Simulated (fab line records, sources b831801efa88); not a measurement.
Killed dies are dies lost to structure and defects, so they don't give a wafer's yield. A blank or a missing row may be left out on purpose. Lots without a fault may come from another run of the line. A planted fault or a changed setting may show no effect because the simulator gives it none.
Which tool did it? | flow gf180mcu | 13 lots, 39 wafers sampled, at 6 steps of a route of 602

WHAT THE GAUGES READ, wafer by wafer
GF_PSD_RS_MEAS_14: measures by four-point-probe. Usual: NSD_RS 46.15 ohm/sq, standard deviation 0.085.
lot  | measured     | on            | NSD_RS (ohm/sq)                     | flag
L228 | day 14 03:47 | film_metro-04 | 46.22 45.92 46.16                   |
L229 | day 14 12:28 | film_metro-04 | 46.10 46.04 45.99                   |
L230 | day 15 00:16 | film_metro-04 | 46.07 46.08 46.11                   |
L231 | day 15 06:40 | film_metro-04 | 46.02 46.13 46.19                   |
L234 | day 16 09:43 | film_metro-04 | 46.14 46.24 46.08                   |
L235 | day 16 16:14 | film_metro-03 | 46.04 46.00 46.06                   |
L236 | day 17 02:05 | film_metro-04 | 46.14 46.14 46.16                   |
L237 | day 17 09:01 | film_metro-02 | 46.13 46.22 46.13                   |
L238 | day 17 19:14 | film_metro-04 | 46.22 46.13 46.18                   |
L239 | day 18 01:41 | film_metro-02 | 46.18 46.14 46.09                   |
L245 | day 20 06:06 | film_metro-03 | 48.21 48.40 48.34 48.24 48.34 48.32 | OFF
L248 | day 21 11:43 | film_metro-04 | 48.27 48.26 48.42 48.25 48.27 48.25 | OFF
L251 | day 22 10:44 | film_metro-03 | 46.01 46.03 46.00                   |

GF_PSD_RS_MEAS_15: measures by four-point-probe. Usual: PSD_RS 108.61 ohm/sq, standard deviation 0.29.
lot  | measured     | on            | PSD_RS (ohm/sq)                           | flag
L228 | day 14 03:55 | film_metro-04 | 108.26 108.37 108.56                      |
L229 | day 14 12:35 | film_metro-04 | 108.37 108.25 108.40                      |
L230 | day 15 00:23 | film_metro-04 | 108.76 108.48 108.15                      |
L231 | day 15 06:47 | film_metro-04 | 108.61 108.69 108.43                      |
L234 | day 16 09:50 | film_metro-04 | 109.07 108.63 108.51                      |
L235 | day 16 16:22 | film_metro-03 | 108.46 108.14 108.08                      |
L236 | day 17 02:13 | film_metro-04 | 108.16 108.35 107.99                      |
L237 | day 17 09:08 | film_metro-02 | 108.62 108.67 108.20                      |
L238 | day 17 19:22 | film_metro-04 | 108.41 108.59 108.77                      |
L239 | day 18 01:49 | film_metro-02 | 108.80 108.65 108.37                      |
L245 | day 20 12:04 | film_metro-03 | 119.47 119.72 119.64 119.92 119.92 119.75 | OFF
L248 | day 21 17:41 | film_metro-04 | 119.27 119.35 119.11 118.88 118.93 119.06 | OFF
L251 | day 22 10:51 | film_metro-03 | 108.43 108.18 108.17                      |

GF_M2_OVL_MEAS_15. Usual: M2_OVL 4 nm, standard deviation 5.8.
lot  | measured     | on         | M2_OVL (nm) | flag
L228 | day 19 03:04 | overlay-01 | 0 9 2       |
L229 | day 19 10:31 | overlay-01 | 4 -5 15     |
L230 | day 20 00:55 | overlay-02 | 1 -1 8      |
L231 | day 20 09:06 | overlay-02 | 11 15 3     |
L234 | day 21 17:53 | overlay-01 | -2 -2 9     |
L235 | day 21 20:52 | overlay-02 | 7 -6 -1     |
L236 | day 22 08:07 | overlay-01 | 10 6 7      |
L237 | day 22 12:51 | overlay-02 | -5 10 4     |
L238 | day 23 00:47 | overlay-01 | 9 15 12     |
L239 | day 23 05:55 | overlay-01 | 7 -3 10     |
L245 | day 25 07:17 | overlay-02 | 3 1 4       |
L248 | day 26 10:10 | overlay-02 | -7 2 0      |
L251 | day 27 04:37 | overlay-02 | -1 -6 7     |

GF_M3_OVL_MEAS_15. Usual: M3_OVL -2 nm, standard deviation 5.3.
lot  | measured     | on         | M3_OVL (nm) | flag
L228 | day 21 06:19 | overlay-01 | 7 6 7       |
L229 | day 21 13:28 | overlay-01 | -1 2 1      |
L230 | day 22 03:49 | overlay-02 | 7 -2 -7     |
L231 | day 22 11:14 | overlay-01 | -5 -9 -4    |
L234 | day 23 18:37 | overlay-02 | 2 1 2       |
L235 | day 23 22:16 | overlay-01 | 0 2 -3      |
L236 | day 24 09:13 | overlay-02 | 6 -4 0      |
L237 | day 24 13:02 | overlay-02 | -4 4 -3     |
L238 | day 24 23:46 | overlay-01 | -4 -9 -5    |
L239 | day 25 05:31 | overlay-02 | -12 -6 -11  |
L245 | day 27 04:25 | overlay-01 | -8 -6 -12   |
L248 | day 28 05:55 | overlay-02 | -9 -6 1     |
L251 | day 28 23:28 | overlay-01 | 5 8 5       |

GF_V3_THK_MEAS_25: measures by xrf. Usual: V3_W_THK 347 nm, standard deviation 5.8.
lot  | measured     | on            | V3_W_THK (nm) | flag
L228 | day 22 09:17 | film_metro-03 | 342 343 343   |
L229 | day 22 15:20 | film_metro-01 | 344 340 340   |
L230 | day 23 05:07 | film_metro-03 | 334 352 339   |
L231 | day 23 12:25 | film_metro-01 | 346 338 344   |
L234 | day 24 20:31 | film_metro-03 | 343 341 344   |
L235 | day 24 22:20 | film_metro-02 | 353 348 346   |
L236 | day 25 09:04 | film_metro-01 | 330 337 342   |
L237 | day 25 13:05 | film_metro-01 | 354 344 354   |
L238 | day 25 23:47 | film_metro-01 | 343 354 343   |
L239 | day 26 04:29 | film_metro-02 | 349 354 344   |
L245 | day 28 03:12 | film_metro-03 | 344 347 348   |
L248 | day 29 04:01 | film_metro-02 | 353 355 345   |
L251 | day 29 20:13 | film_metro-02 | 351 357 347   |

WHICH TOOL RAN EACH LOT (tool, then ch and the chambers of the sampled wafers, then the start)
lot  | GF_PSD_RTA_13
L228 | rtp_anneal-01 ch 0, day 14 03:42
L229 | rtp_anneal-02 ch 0, day 14 12:23
L230 | rtp_anneal-01 ch 0, day 15 00:11
L231 | rtp_anneal-01 ch 0, day 15 06:34
L234 | rtp_anneal-01 ch 0, day 16 09:38
L235 | rtp_anneal-02 ch 0, day 16 16:09
L236 | rtp_anneal-01 ch 0, day 17 02:00
L237 | rtp_anneal-01 ch 0, day 17 08:55
L238 | rtp_anneal-02 ch 0, day 17 19:09
L239 | rtp_anneal-02 ch 0, day 18 01:36
L245 | rtp_anneal-02 ch 0, day 20 06:01
L248 | rtp_anneal-02 ch 0, day 21 11:38
L251 | rtp_anneal-01 ch 0, day 22 10:39
- GF_PSD_RTA_13: time 20 s.

WHAT THE TOOLS THEMSELVES READ (means of the sampled wafers that have a number; where no wafer has one, the mark that the record gives instead)
GF_PSD_RTA_13. Usual: chamber_o2_ppm 1.999, standard deviation 0.019; lamp_power_pct 31.3 %, standard deviation 1.2; wafer_temp_C_max 1029.7, standard deviation 0.99.
lot  | tool          | chamber_o2_ppm | lamp_power_pct (%) | wafer_temp_C_max | flag
L228 | rtp_anneal-01 | 1.987          | 29.9               | 1030.3           |
L229 | rtp_anneal-02 | 2.013          | 32.4               | 1029.1           |
L230 | rtp_anneal-01 | 1.996          | 29.9               | 1029.2           |
L231 | rtp_anneal-01 | 1.999          | 29.9               | 1030.2           |
L234 | rtp_anneal-01 | 2.015          | 29.9               | 1030.1           |
L235 | rtp_anneal-02 | 1.973          | 32.4               | 1029.0           |
L236 | rtp_anneal-01 | 1.993          | 29.9               | 1029.5           |
L237 | rtp_anneal-01 | 2.018          | 29.9               | 1029.4           |
L238 | rtp_anneal-02 | 2.005          | 32.4               | 1030.7           |
L239 | rtp_anneal-02 | 2.018          | 32.4               | 1029.1           |
L245 | rtp_anneal-02 | 1.970          | 31.0               | 1012.7           | OFF
L248 | rtp_anneal-02 | 1.996          | 31.0               | 1014.4           | OFF
L251 | rtp_anneal-01 | 2.009          | 29.9               | 1029.0           |

THE ANSWER, worked out from the rows above alone
Rule: a lot is off if the mean of its wafers that have a number lies more than 3 standard deviations from the usual mean. A lot without any number at a reading at which 4 lots or more have one is off too. The other lots that the step has rows for count as sound. The gauges are gone through in route order, then the tools' own readings, and for those a lot's mean is taken as printed above. The first step at which some lot is off is used, and at that step the reading that is off furthest; a lot without a number counts as furthest.
Off: L245, L248, at GF_PSD_RS_MEAS_14 (NSD_RS).
A tool fits if, at a process step before that reading, it ran every lot that is off, and no sound lot after the first of them. The gauges at GF_PSD_RS_MEAS_14 aren't tried: what is off there is off at GF_PSD_RTA_13 too, on other tools, and a gauge's error can't cause that. One fits: rtp_anneal-02 at GF_PSD_RTA_13. Its last sound lot is L239 (day 18 01:36), its first lot that is off L245 (day 20 06:01): a fault that began between those two fits.
The tool's own readings at GF_PSD_RTA_13 bear it out: on the lots that are off they differ by more than 5 times the standard deviation of the sound lots' means. wafer_temp_C_max reads 1013.5 there against 1029.6 on the sound lots.

WHAT THE SIMULATOR HAD PUT IN
Process parameter drift: rtp_anneal-02, from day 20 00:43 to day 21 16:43, at GF_PSD_RTA_13. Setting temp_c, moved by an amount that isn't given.
Lots struck among those shown: L245, L248. The rule above found the same.
